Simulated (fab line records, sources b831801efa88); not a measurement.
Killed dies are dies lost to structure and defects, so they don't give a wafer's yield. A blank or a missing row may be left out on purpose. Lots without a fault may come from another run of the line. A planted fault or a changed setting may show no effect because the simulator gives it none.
Tool commonality check | flow gf180mcu | 13 lots, 45 wafers sampled

WHY IT WAS OPENED
At GF_PSD_RS_MEAS_14 the reading NSD_RS is flagged on 2 of 13 lots. Wafers without a fault read 46.10 ohm/sq, standard deviation 0.083.
Rule: a lot is flagged when every wafer of it that has a number lies more than 4 standard deviations from that mean, or none has a number. The other lots count as sound.

lot  | measured     | on            | NSD_RS (ohm/sq), wafer by wafer     | flag
L126 | day 14 01:01 | film_metro-03 | 46.09 46.20 46.03                   |
L129 | day 14 23:32 | film_metro-03 | 46.14 46.11 46.07                   |
L130 | day 15 09:01 | film_metro-03 | 46.19 45.90 46.17                   |
L131 | day 15 17:41 | film_metro-01 | 46.03 46.12 46.17                   |
L132 | day 16 10:02 | film_metro-03 | 46.21 46.21 46.14                   |
L133 | day 16 22:25 | film_metro-02 | 46.02 46.07 46.17                   |
L134 | day 17 04:02 | film_metro-01 | 45.93 46.21 46.08                   |
L135 | day 17 12:38 | film_metro-01 | 46.10 45.95 45.98                   |
L140 | day 19 15:52 | film_metro-01 | 41.78 41.88 41.91 41.84 41.90 42.01 | FLAGGED
L142 | day 20 09:23 | film_metro-02 | 41.97 41.91 41.78 41.96 41.84 41.75 | FLAGGED
L144 | day 20 21:10 | film_metro-02 | 46.08 45.91 46.06                   |
L145 | day 21 05:18 | film_metro-02 | 46.14 46.06 46.19                   |
L149 | day 22 03:20 | film_metro-01 | 46.10 46.03 46.10                   |
The numbers of the flagged lots are 41.88 ohm/sq on average: -4.22 ohm/sq against the usual, or -51 standard deviations.

WHICH TOOL RAN EACH LOT
The record holds 1 process step before the reading, out of a route of 602 steps. In each cell: the tool, then ch and the chambers that the sampled wafers went through, then the start.
lot  | flag    | GF_PSD_RTA_13
L126 |         | rtp_anneal-02 ch 0, day 14 00:56
L129 |         | rtp_anneal-01 ch 0, day 14 23:28
L130 |         | rtp_anneal-02 ch 0, day 15 08:55
L131 |         | rtp_anneal-02 ch 0, day 15 17:36
L132 |         | rtp_anneal-01 ch 0, day 16 09:56
L133 |         | rtp_anneal-01 ch 0, day 16 22:15
L134 |         | rtp_anneal-02 ch 0, day 17 03:57
L135 |         | rtp_anneal-02 ch 0, day 17 12:32
L140 | FLAGGED | rtp_anneal-01 ch 0, day 19 15:46
L142 | FLAGGED | rtp_anneal-01 ch 0, day 20 09:18
L144 |         | rtp_anneal-02 ch 0, day 20 21:05
L145 |         | rtp_anneal-02 ch 0, day 21 05:12
L149 |         | rtp_anneal-02 ch 0, day 22 03:14
What these steps do:
- GF_PSD_RTA_13: time 20 s.
- GF_PSD_RS_MEAS_14: measures by four-point-probe.

FLAGGED OVER TOTAL, TOOL BY TOOL (the gauges that took the reading come last)
step              | tool          | lots run | flagged | share of the flagged lots | sound lots run after its first flagged lot
GF_PSD_RTA_13     | rtp_anneal-01 | 5        | 2       | all                       | 0
GF_PSD_RTA_13     | rtp_anneal-02 | 8        | 0       | none                      | -
GF_PSD_RS_MEAS_14 | film_metro-01 | 5        | 1       | some                      | 1 (L149)
GF_PSD_RS_MEAS_14 | film_metro-02 | 4        | 1       | some                      | 2 (L144,L145)
GF_PSD_RS_MEAS_14 | film_metro-03 | 4        | 0       | none                      | -

WHAT THE TABLE ALLOWS
1 row of the table ran every flagged lot: rtp_anneal-01 at GF_PSD_RTA_13.
- rtp_anneal-01 at GF_PSD_RTA_13: 2 of its 5 lots flagged. Its last sound lot is L133 (day 16 22:15), its first flagged lot L140 (day 19 15:46): a fault that began between those two fits. Its own readings lie more than 4 standard deviations out on every wafer of the flagged lots: run_length_s.
One tool is left: rtp_anneal-01 at GF_PSD_RTA_13.

WHAT THE SIMULATOR HAD PUT IN
Process parameter drift: rtp_anneal-01, from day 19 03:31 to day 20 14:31, at GF_PSD_RTA_13. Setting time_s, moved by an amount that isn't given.
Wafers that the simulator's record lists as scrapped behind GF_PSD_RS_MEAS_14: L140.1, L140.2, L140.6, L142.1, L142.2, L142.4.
Lots struck among those shown: L140, L142. The rule above found the same.
